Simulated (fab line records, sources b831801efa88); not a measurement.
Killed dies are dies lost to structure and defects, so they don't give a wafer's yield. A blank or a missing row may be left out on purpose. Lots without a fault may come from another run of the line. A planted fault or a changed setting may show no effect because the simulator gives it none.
fab line records | flow sfq_line
record lots=6 wafers=18 last_day=75
route steps=325 shown C5@240 M6@251 I6@266 M7@281 M8@325
lots that met no fault: from a run of the same line without faults
start_h: hours from the record's first day to the start of the lot's first wafer shown | wait_h: hours since the lot's step before | " the same as in the row above | L1.1+2: a row that stands for several wafers | - no value, or no start given | * or withheld: withheld | < > ~ a bound
route shown NAME@n: a module of which the file shows steps, and the number in the route of the first | usual: mean/standard deviation of fault-free wafers | same: alike in all rows | chamber/n: place in a boat | sites: the reading at each site | _std_site: their standard deviation | _edge_site: outer sites' mean less inner sites' | radius_mm: how far each site lies from the wafer's centre | mask NAME#n: copy n | behind: the tool/chamber that last shaped the wafer | hold: why the lot was held/for how many hours/how that ended | device: the transistor (n, p or np) that didn't switch | end of line: the same wafers' tests at the end of the route | a step without rows: its recipe alone | killed: dies lost to structure and defects at the first sort, not the wafer's yield | map: a wafer's dies, x killed, . not, _ none there
set.NAME: the setting as run; set.NAME@STEP: as run at that earlier step | model.NAME: the simulator's own value behind a step, which no gauge read
lots at some steps of the route; a table a step, a row a wafer
services: from which hour (start_h, from the record's first day; less than 0 if before it) a tool's chamber was out of use, for how many hours, and why
## steps
# step SFQ_TRILAYER_C5_LITHO_COAT_156
# recipe resist=BARC spin_rpm=3000 resist_thk_nm=62
# step SFQ_TRILAYER_C5_LITHO_COAT_151
# recipe resist=KrF spin_rpm=3000 resist_thk_nm=650
# step SFQ_TRILAYER_C5_LITHO_SOFTBAKE_155
# recipe temp_c=withheld time_s=withheld resist=KrF
# step SFQ_TRILAYER_C5_LITHO_EXPOSE_152
# recipe mask_id=C5 na=0.6 source_shape=conventional sigma_outer=0.65 target_cd_nm=500 dose_mj=21.3
# step SFQ_TRILAYER_C5_LITHO_PEB_154
# recipe peb_temp_c=115 peb_time_s=60 resist=KrF
# step SFQ_TRILAYER_C5_LITHO_DEVELOP_153
# recipe time_s=60 resist=KrF
# step SFQ_C5_OVL_MEAS_937
# usual C5_OVL=-4/4.7
# columns lot.wafer tool chamber start_h wait_h C5_OVL[nm]
L175.4 overlay-01 - 1271.68 0.1 -3
L175.5 " - " " -3
L175.6 " - " " -2
L183.2 overlay-01 - 1412.37 0.1 -1
L183.3 " - " " -4
L183.4 " - " " -1
L184.2 overlay-01 - 1413.54 0.1 -1
L184.3 " - " " -7
L184.6 " - " " 3
L194.2 overlay-01 - 1500.54 0.1 -8
L194.4 " - " " -8
L194.5 " - " " 0
L195.2 overlay-01 - 1512.99 0.1 -6
L195.3 " - " " 4
L195.6 " - " " 4
L196.4 overlay-01 - 1541.01 0.1 -9
L196.5 " - " " -12
L196.6 " - " " -2
# step SFQ_TRILAYER_C5_BARC_OPEN_VIA_ETCH_210
# recipe mask_material=PR chemistry=O2 target_depth_nm=125 target=BARC source_w=500 bias_w=80 pressure_mtorr=30 time_s=41.7
# usual bias_w=80.06/0.24 drypump_motor_current_A=5.6/0.41 oes_product_au=0.685/0.0043
# columns lot.wafer tool chamber start_h wait_h bias_w drypump_motor_current_A oes_product_au rf_hours_counter_h
L175.4 rie_diel-02 2 1271.70 0.0 79.59 6.0 0.685 15
L175.5 " 1 " " 80.20 5.2 0.679 -
L175.6 " 0 " " 79.78 5.8 0.681 -
L183.2 rie_diel-04 1 1412.40 0.0 79.74 5.8 0.682 14
L183.3 " 3 " " 80.36 4.9 0.681 14
L183.4 " 2 " " 79.82 5.3 0.689 8
L184.2 rie_diel-03 1 1413.57 0.0 80.05 5.4 0.676 6
L184.3 " 0 " " 80.46 6.0 0.679 14
L184.6 " 3 " " 79.93 6.1 0.686 -
L194.2 rie_diel-03 0 1500.57 0.0 80.04 6.0 0.686 15
L194.4 " 0 " " 80.15 6.0 0.683 -
L194.5 " 3 " " 79.76 6.2 0.676 -
L195.2 rie_diel-03 0 1513.02 0.0 79.74 6.0 0.683 15
L195.3 " 3 " " 79.76 6.2 0.685 13
L195.6 " 3 " " 80.08 6.2 0.687 -
L196.4 rie_diel-02 0 1541.03 0.0 79.78 5.7 0.682 14
L196.5 " 1 " " 79.61 5.2 0.686 -
L196.6 " 0 " " 80.27 5.7 0.687 -
# step SFQ_TRILAYER_C5_ETCH_VIA_ETCH_154
# recipe target=SiO2 mask_material=PR chemistry=CHF3 target_depth_nm=84 source_w=500 bias_w=80 pressure_mtorr=30 time_s=withheld stop_on=Nb
# step SFQ_TRILAYER_C5_STRIP_STRIP_155
# recipe gas=O2 power_w=200 platen_temp_c=40 overash_fraction=0.65 chemistry=O2 pressure_mtorr=50
# usual drypump_motor_current_A=6.0/0.32 oes_product_au=0.998/0.0084
# columns lot.wafer tool chamber start_h wait_h drypump_motor_current_A oes_product_au rf_hours_counter_h
L175.4 rie_metal-03 1 1271.99 - 5.9 0.988 -
L175.5 " 1 " " 6.0 1.006 -
L175.6 " 0 " " 5.9 0.998 -
L183.2 rie_metal-02 0 1412.49 - 5.6 1.001 38
L183.3 " 1 " " 6.2 0.991 -
L183.4 " 0 " " 5.6 0.993 -
L184.2 rie_metal-04 0 1413.65 - 6.4 1.002 12
L184.3 " 0 " " 6.4 1.002 -
L184.6 " 1 " " 5.4 0.997 -
L194.2 rie_metal-02 0 1500.66 - 5.6 0.993 51
L194.4 " 1 " " 6.2 1.010 -
L194.5 " 0 " " 5.6 0.995 -
L195.2 rie_metal-04 0 1513.31 - 6.3 1.005 -
L195.3 " 0 " " 6.4 1.009 -
L195.6 " 0 " " 6.4 1.003 -
L196.4 rie_metal-04 0 1541.72 - 6.4 1.010 -
L196.5 " 0 " " 6.4 1.003 -
L196.6 " 0 " " 6.4 0.996 -
# step SFQ_TRILAYER_C5_STRIP_SOLV_CLEAN_156
# recipe chemistry=NMP temp_c=70 time_s=600
# step SFQ_TRILAYER_M6_DEP_PRE_CLEAN_158
# recipe gas=Ar time_s=22.5 bias_v=250
# step SFQ_TRILAYER_M6_DEP_SPUTTER_157
# recipe material=Nb base_pressure_pa=1.33e-06 chamber_pressure_pa=0.1333 substrate_temp_c=20 target_thk_nm=200 power_w=2000 time_s=133.3
# usual cathode_dc_power_W=2000.0/0.37 chamber_pressure_pa=0.13326/0.00025 throttle_valve_pct=30.4/1
# columns lot.wafer tool chamber start_h wait_h cathode_dc_power_W chamber_pressure_pa throttle_valve_pct model.Nb_of_TRILAYER_M6_DEP_SPUTTER_157.thk_nm
L175.4 pvd_sputter-05 - 1272.81 0.0 1999.9 0.13321 29.8 199.1
L175.5 " - " " 2000.4 0.13327 30.9 197.1
L175.6 " - " " 1999.5 0.13306 30.9 196.1
L183.2 pvd_sputter-06 - 1413.29 0.0 2000.2 0.13323 31.4 196.6
L183.3 " - " " 2000.0 0.13327 32.5 195.8
L183.4 " - " " 1999.4 0.13301 31.0 197.9
L184.2 pvd_sputter-03 - 1414.46 0.0 1999.9 0.13316 28.6 199.3
L184.3 " - " " 1999.5 0.13369 29.3 195.2
L184.6 " - " " 1999.9 0.13345 29.8 197.2
L194.2 pvd_sputter-03 - 1501.48 0.0 1999.8 0.13339 29.9 202.6
L194.4 " - " " 2000.2 0.13314 30.0 200.7
L194.5 " - " " 1601.6 0.13355 28.9 164.3
L195.2 pvd_sputter-03 - 1514.53 0.0 2000.1 0.13336 29.1 199
L195.3 " - " " 1601.7 0.13329 28.8 161
L195.6 " - " " 1601.6 0.13318 28.6 162.7
L196.4 pvd_sputter-05 - 1542.52 0.0 2000.2 0.13295 31.2 197.9
L196.5 " - " " 2000.1 0.13336 30.9 200.4
L196.6 " - " " 1999.6 0.13316 29.9 199.3
# step SFQ_M6_RS_MEAS_938
# recipe thk_meas_gauge=four-point-probe reads=Nb_of_TRILAYER_M6_DEP_SPUTTER_157
# usual M6_NB_RS=0.893/0.0097
# columns lot.wafer tool chamber start_h wait_h hold M6_NB_RS[ohm/sq]
L175.4 film_metro-02 - 1272.92 0.1 - 0.891
L175.5 " - " " - 0.901
L175.6 " - " " - 0.904
L183.2 film_metro-04 - 1413.40 0.1 - 0.903
L183.3 " - " " - 0.909
L183.4 " - " " - 0.899
L184.2 film_metro-02 - 1414.57 0.1 - 0.891
L184.3 " - " " - 0.908
L184.6 " - " " - 0.901
L194.2 film_metro-03 - 1501.59 0.1 await_dispo/0.2h/release 0.878
L194.4 " - " " await_dispo/0.2h/release 0.885
L194.5 " - " " await_dispo/0.2h/release 1.084
L194.2 film_metro-03 - 1501.88 0.3 - 0.876
L194.4 " - " " - 0.886
L194.5 " - " " - 1.084
L195.2 film_metro-04 - 1514.64 0.1 await_dispo/0.2h/release 0.893
L195.3 " - " " await_dispo/0.2h/release 1.107
L195.6 " - " " await_dispo/0.2h/release 1.098
L195.2 film_metro-04 - 1514.93 0.3 - 0.895
L195.3 " - " " - 1.109
L195.6 " - " " - 1.097
L196.4 film_metro-02 - 1542.67 0.1 - 0.897
L196.5 " - " " - 0.885
L196.6 " - " " - 0.891
# step SFQ_TRILAYER_M6_LITHO_COAT_159
# recipe resist=KrF spin_rpm=3000 resist_thk_nm=600
# step SFQ_TRILAYER_M6_LITHO_SOFTBAKE_163
# recipe temp_c=withheld time_s=withheld resist=KrF
# step SFQ_TRILAYER_M6_LITHO_EXPOSE_160
# recipe mask_id=M6 na=0.6 source_shape=conventional sigma_outer=0.65 target_cd_nm=500 dose_mj=14.4
# step SFQ_TRILAYER_M6_LITHO_PEB_162
# recipe peb_temp_c=115 peb_time_s=60 resist=KrF
# step SFQ_TRILAYER_M6_LITHO_DEVELOP_161
# recipe time_s=60 resist=KrF
# step SFQ_M6_OVL_MEAS_940
# usual M6_OVL=-5/5.7
# columns lot.wafer tool chamber start_h wait_h M6_OVL[nm]
L175.4 overlay-01 - 1275.43 0.1 -6
L175.5 " - " " 5
L175.6 " - " " -3
L183.2 overlay-01 - 1427.61 0.1 -8
L183.3 " - " " -7
L183.4 " - " " -1
L184.2 overlay-01 - 1430.01 0.1 -9
L184.3 " - " " -8
L184.6 " - " " -13
L194.2 overlay-02 - 1511.67 0.1 1
L194.4 " - " " -2
L194.5 " - " " -2
L195.2 overlay-02 - 1530.24 0.1 -2
L195.3 " - " " -4
L195.6 " - " " -10
L196.4 overlay-01 - 1545.06 0.1 5
L196.5 " - " " 6
L196.6 " - " " 4
# step SFQ_TRILAYER_M6_BARC_OPEN_METAL_ETCH_206
# recipe mask_material=PR chemistry=O2 target_depth_nm=125 target=BARC icp_w=600 bias_w=80 pressure_mtorr=10 time_s=41.7
# usual bias_w=80.02/0.25 drypump_motor_current_A=5.85/0.19 oes_product_au=0.685/0.0048
# columns lot.wafer tool chamber start_h wait_h bias_w drypump_motor_current_A oes_product_au rf_hours_counter_h
L175.4 rie_metal-03 1 1275.47 0.0 80.11 5.96 0.685 -
L175.5 " 1 " " 79.88 5.97 0.686 -
L175.6 " 0 " " 80.20 5.82 0.686 -
L183.2 rie_metal-01 0 1427.64 0.0 80.19 5.76 0.674 85
L183.3 " 1 " " 80.07 5.87 0.685 -
L183.4 " 0 " " 80.21 5.76 0.680 -
L184.2 rie_metal-01 1 1430.04 0.0 80.11 5.85 0.689 43
L184.3 " 0 " " 79.77 5.78 0.685 -
L184.6 " 1 " " 80.19 5.84 0.685 -
L194.2 rie_metal-03 0 1512.05 0.4 80.08 5.82 0.681 -
L194.4 " 0 " " 79.51 5.83 0.694 -
L194.5 " 0 " " 79.47 5.85 0.688 -
L195.2 rie_metal-02 0 1530.27 0.0 80.00 5.61 0.675 54
L195.3 " 1 " " 79.81 6.21 0.676 -
L195.6 " 1 " " 80.11 6.21 0.686 -
L196.4 rie_metal-02 1 1545.10 0.0 80.28 6.27 0.684 -
L196.5 " 1 " " 79.94 6.22 0.687 -
L196.6 " 0 " " 79.86 5.64 0.688 -
# step SFQ_TRILAYER_M6_ETCH_METAL_ETCH_162
# recipe target=Nb stop_on=SiO2 mask_material=PR chemistry=Cl2/Ar target_depth_nm=240 icp_w=600 bias_w=80 pressure_mtorr=10 time_s=120
# usual bias_w=79.98/0.24 drypump_motor_current_A=5.85/0.19 oes_product_au=0.892/0.0075
# columns lot.wafer tool chamber start_h wait_h bias_w drypump_motor_current_A oes_product_au rf_hours_counter_h
L175.4 rie_metal-03 1 1275.55 0.1 80.04 5.95 0.893 -
L175.5 " 1 " " 79.80 5.96 0.889 -
L175.6 " 0 " " 80.18 5.86 0.877 -
L183.2 rie_metal-01 0 1427.70 0.0 79.80 5.73 0.892 85
L183.3 " 1 " " 80.32 5.84 0.878 -
L183.4 " 0 " " 79.67 5.75 0.880 -
L184.2 rie_metal-01 1 1430.10 0.0 79.77 5.82 0.893 43
L184.3 " 0 " " 80.19 5.76 0.879 -
L184.6 " 1 " " 79.67 5.83 0.893 -
L194.2 rie_metal-03 0 1512.19 0.1 79.84 5.89 0.905 -
L194.4 " 0 " " 79.86 5.80 0.900 -
L194.5 " 0 " " 79.76 5.86 0.801 -
L195.2 rie_metal-02 0 1530.33 0.0 80.02 5.63 0.890 54
L195.3 " 1 " " 79.89 6.23 0.786 -
L195.6 " 1 " " 79.63 6.18 0.793 -
L196.4 rie_metal-02 1 1545.18 0.1 80.21 6.24 0.878 -
L196.5 " 1 " " 80.08 6.30 0.887 -
L196.6 " 0 " " 79.98 5.62 0.891 -
# step SFQ_TRILAYER_M6_STRIP_STRIP_163
# recipe gas=O2 power_w=200 platen_temp_c=40 overash_fraction=0.65 chemistry=O2 pressure_mtorr=50
# step SFQ_TRILAYER_M6_STRIP_SOLV_CLEAN_164
# recipe chemistry=NMP temp_c=70 time_s=600
# step SFQ_TRILAYER_I6_DEP_PECVD_165
# recipe material=SiO2 temp_c=150 time_s=111.11 pressure_torr=2.4 rf_w=183.3 precursor=SiH4/N2O target_thk_nm=500
# step SFQ_TRILAYER_I6_CMP_CMP_166
# recipe material=SiO2 down_force_psi=3 platen_rpm=60 pad_velocity_m_s=0.94248
# step SFQ_I6_BOW_MEAS_941
# recipe mode=bow
# usual I6_BOW=9/9.8
# columns lot.wafer tool chamber start_h wait_h I6_BOW[um]
L175.4 film_metro-01 - 1279.55 1.6 8
L175.5 " - " " 11
L175.6 " - " " 1
L183.2 film_metro-04 - 1431.70 2.5 14
L183.3 " - " " 12
L183.4 " - " " 7
L184.2 film_metro-02 - 1438.11 2.5 16
L184.3 " - " " 12
L184.6 " - " " 10
L194.2 film_metro-04 - 1518.30 1.0 4
L194.4 " - " " 14
L194.5 " - " " 4
L195.2 film_metro-04 - 1537.50 1.0 16
L195.3 " - " " 10
L195.6 " - " " 14
L196.4 film_metro-02 - 1549.96 1.6 -7
L196.5 " - " " 8
L196.6 " - " " -1
# step SFQ_TRILAYER_I6_METRO_MEASURE_167
# usual thk_nm=200.7/1.1
# columns lot.wafer tool chamber start_h wait_h thk_nm
L175.4 film_metro-01 - 1280.21 0.6 202.3
L175.5 " - " " 200.7
L175.6 " - " " 201.5
L183.2 film_metro-04 - 1432.00 0.3 199.7
L183.3 " - " " 198.7
L183.4 " - " " 200.0
L184.2 film_metro-02 - 1438.41 0.3 200.9
L184.3 " - " " 201.0
L184.6 " - " " 202.4
L194.2 film_metro-04 - 1518.60 0.3 200.2
L194.4 " - " " 200.6
L194.5 " - " " 200.9
L195.2 film_metro-04 - 1537.80 0.3 200.9
L195.3 " - " " 200.0
L195.6 " - " " 201.4
L196.4 film_metro-02 - 1550.62 0.6 202.4
L196.5 " - " " 201.0
L196.6 " - " " 202.1
# step SFQ_TRILAYER_I6_VIA_LITHO_COAT_174
# recipe resist=BARC spin_rpm=3000 resist_thk_nm=62
# step SFQ_TRILAYER_I6_VIA_LITHO_COAT_169
# recipe resist=KrF spin_rpm=3000 resist_thk_nm=650
# step SFQ_TRILAYER_I6_VIA_LITHO_SOFTBAKE_173
# recipe temp_c=withheld time_s=withheld resist=KrF
# step SFQ_TRILAYER_I6_VIA_LITHO_EXPOSE_170
# recipe mask_id=I6 na=0.6 source_shape=conventional sigma_outer=0.65 target_cd_nm=700 dose_mj=21.3
# step SFQ_TRILAYER_I6_VIA_LITHO_PEB_172
# recipe peb_temp_c=115 peb_time_s=60 resist=KrF
# step SFQ_TRILAYER_I6_VIA_LITHO_DEVELOP_171
# recipe time_s=60 resist=KrF
# step SFQ_I6_OVL_MEAS_942
# usual I6_OVL=-1/5.4
# columns lot.wafer tool chamber start_h wait_h I6_OVL[nm]
L175.4 overlay-01 - 1407.55 0.1 -4
L175.5 " - " " -2
L175.6 " - " " -3
L183.2 overlay-01 - 1467.05 0.1 3
L183.3 " - " " 7
L183.4 " - " " 4
L184.2 overlay-01 - 1468.25 0.1 -1
L184.3 " - " " -1
L184.6 " - " " -4
L194.2 overlay-01 - 1620.88 0.1 5
L194.4 " - " " 6
L194.5 " - " " 7
L195.2 overlay-02 - 1635.93 0.1 -5
L195.3 " - " " 1
L195.6 " - " " -7
L196.4 overlay-01 - 1657.54 0.1 -8
L196.5 " - " " -12
L196.6 " - " " -12
# step SFQ_TRILAYER_I6_VIA_BARC_OPEN_VIA_ETCH_235
# recipe mask_material=PR chemistry=O2 target_depth_nm=125 target=BARC source_w=500 bias_w=80 pressure_mtorr=30 time_s=41.7
# step SFQ_TRILAYER_I6_VIA_ETCH_VIA_ETCH_172
# recipe target=SiO2 stop_on=Nb mask_material=PR taper_deg=20 chemistry=CHF3 target_depth_nm=260 source_w=500 bias_w=80 pressure_mtorr=30 time_s=withheld
# usual bias_w=80.03/0.23 drypump_motor_current_A=5.7/0.34 oes_product_au=0.857/0.0057
# columns lot.wafer tool chamber start_h wait_h bias_w drypump_motor_current_A oes_product_au
L175.4 rie_diel-02 2 1407.61 0.0 80.06 6.0 0.860
L175.5 " 3 " " 80.06 6.0 0.866
L175.6 " 0 " " 80.22 5.8 0.855
L183.2 rie_diel-01 1 1467.12 0.0 79.96 5.2 0.856
L183.3 " 3 " " 80.01 5.4 0.848
L183.4 " 0 " " 79.85 5.2 0.846
L184.2 rie_diel-03 3 1468.32 0.0 80.04 6.2 0.863
L184.3 " 0 " " 80.32 6.0 0.858
L184.6 " 0 " " 80.40 6.0 0.862
L194.2 rie_diel-03 2 1620.95 0.0 80.09 5.5 0.851
L194.4 " 3 " " 79.97 6.2 0.857
L194.5 " 2 " " 80.35 5.5 0.855
L195.2 rie_diel-02 2 1635.99 0.0 79.77 6.0 0.852
L195.3 " 0 " " 80.17 5.8 0.854
L195.6 " 1 " " 80.13 5.2 0.853
L196.4 rie_diel-01 2 1657.59 0.0 80.16 5.6 0.861
L196.5 " 2 " " 80.16 5.6 0.857
L196.6 " 3 " " 79.59 5.4 0.863
# step SFQ_TRILAYER_I6_VIA_STRIP_STRIP_173
# recipe gas=O2 power_w=200 platen_temp_c=40 overash_fraction=0.65 chemistry=O2 pressure_mtorr=50
# step SFQ_TRILAYER_I6_VIA_STRIP_SOLV_CLEAN_174
# recipe chemistry=NMP temp_c=70 time_s=600
# step SFQ_TRILAYER_M7_DEP_PRE_CLEAN_176
# recipe gas=Ar time_s=22.5 bias_v=250
# step SFQ_M8_BOW_MEAS_951
# recipe mode=bow
# usual M8_BOW=9/9.8
# columns lot.wafer tool chamber start_h wait_h M8_BOW[um] model.etest.m6.ohm_um model.etest.i5.link_ohm model.etest.c5.link_ohm model.etest.i6.link_ohm model.etest.m6.ohm_sq
L175.4 film_metro-02 - 1650.44 0.1 9 1.79 2.245 7.902 1.865 0.8936
L175.5 " - " " 11 1.808 2.273 8.02 1.875 0.9025
L175.6 " - " " 2 1.829 2.269 8.011 1.881 0.9074
L183.2 film_metro-04 - 1735.52 0.0 16 1.818 2.285 8.089 1.872 0.9047
L183.3 " - " " 15 1.819 2.307 7.996 1.895 0.9085
L183.4 " - " " 9 1.799 2.295 8.055 1.884 0.8989
L184.2 film_metro-02 - 1736.66 0.0 16 1.784 2.275 8.238 1.858 0.8926
L184.3 " - " " 12 1.825 2.309 8.155 1.882 0.9116
L184.6 " - " " 10 1.799 2.286 8.105 1.863 0.9021
L194.2 film_metro-02 - 1804.67 0.0 3 1.759 2.259 8 1.877 0.8782
L194.4 " - " " 13 1.77 2.281 8.078 1.881 0.8865
L194.5 " - " " 4 2.17 2.518 8.286 2.081 1.083
L195.2 film_metro-04 - 1808.27 0.0 18 1.778 2.283 7.93 1.869 0.894
L195.3 " - " " 11 2.191 2.526 8.216 2.087 1.105
L195.6 " - " " 16 2.161 2.515 8.319 2.076 1.093
L196.4 film_metro-04 - 1809.51 0.1 -4 1.782 2.269 8.03 1.87 0.8988
L196.5 " - " " 12 1.761 2.273 8.023 1.866 0.8879
L196.6 " - " " 4 1.772 2.263 8.045 1.883 0.8927
## services
# columns tool chamber start_h hours kind
rie_metal-04 1 1279.06 11.9 repair
film_metro-04 - 1289.78 1.0 pm
rie_diel-03 - 1311.69 2.8 pm
rie_metal-04 1 1325.43 10.2 repair
rie_metal-04 - 1333.39 0.3 repair
rie_diel-02 1 1350.35 6.1 repair
rie_diel-02 3 1383.89 3.8 repair
film_metro-04 - 1420.57 0.7 pm
rie_metal-02 1 1434.59 2.9 repair
film_metro-04 - 1444.14 2.2 pm
rie_diel-02 0 1446.53 5.5 repair
rie_metal-04 1 1466.23 96.7 repair
film_metro-04 - 1486.81 0.4 pm
rie_diel-03 2 1496.35 11.9 repair
rie_diel-02 - 1502.73 2.8 pm
rie_metal-04 - 1522.13 2.8 pm
rie_metal-01 1 1531.44 5.1 repair
rie_diel-03 2 1578.31 7.0 repair
rie_metal-03 - 1583.34 2.8 pm
rie_metal-03 0 1587.92 15.9 repair
rie_diel-02 - 1588.03 2.0 repair
rie_metal-02 1 1604.73 2.6 repair
rie_metal-02 0 1622.97 2.0 repair
rie_diel-02 - 1633.61 0.8 repair
## key
first_sign step=SFQ_TRILAYER_M6_DEP_SPUTTER_157 reading=cathode_dc_power_W direction=down sigmas=99+ usual=2000.0 struck=1601.7
effect step=SFQ_M6_RS_MEAS_938 reading=visit direction=added
effect step=SFQ_M6_RS_MEAS_938 reading=M6_NB_RS direction=up sigmas=21 usual=0.893 struck=1.096
effect step=SFQ_TRILAYER_M6_ETCH_METAL_ETCH_162 reading=oes_product_au direction=down sigmas=13 usual=0.892 struck=0.793
model_effect step=SFQ_TRILAYER_M6_DEP_SPUTTER_157 value=Nb_of_TRILAYER_M6_DEP_SPUTTER_157.thk_nm without=202.5 struck=162.7
model_effect step=SFQ_M8_BOW_MEAS_951 value=etest.m6.ohm_um without=1.747 struck=2.174
met_at SFQ_TRILAYER_M6_DEP_SPUTTER_157
struck_wafers L194.5,L195.3,L195.6
onset_between 1414.46 1501.48
fault kind=process_parameter_drift tool=pvd_sputter-03 chamber=- onset_h=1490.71 steps=SFQ_TRILAYER_M6_DEP_SPUTTER_157 channel=power_w offset=-398.5 shape=step end_h=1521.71 acts_in=these_recipes_only stated=2000 scope=struck_wafers_only
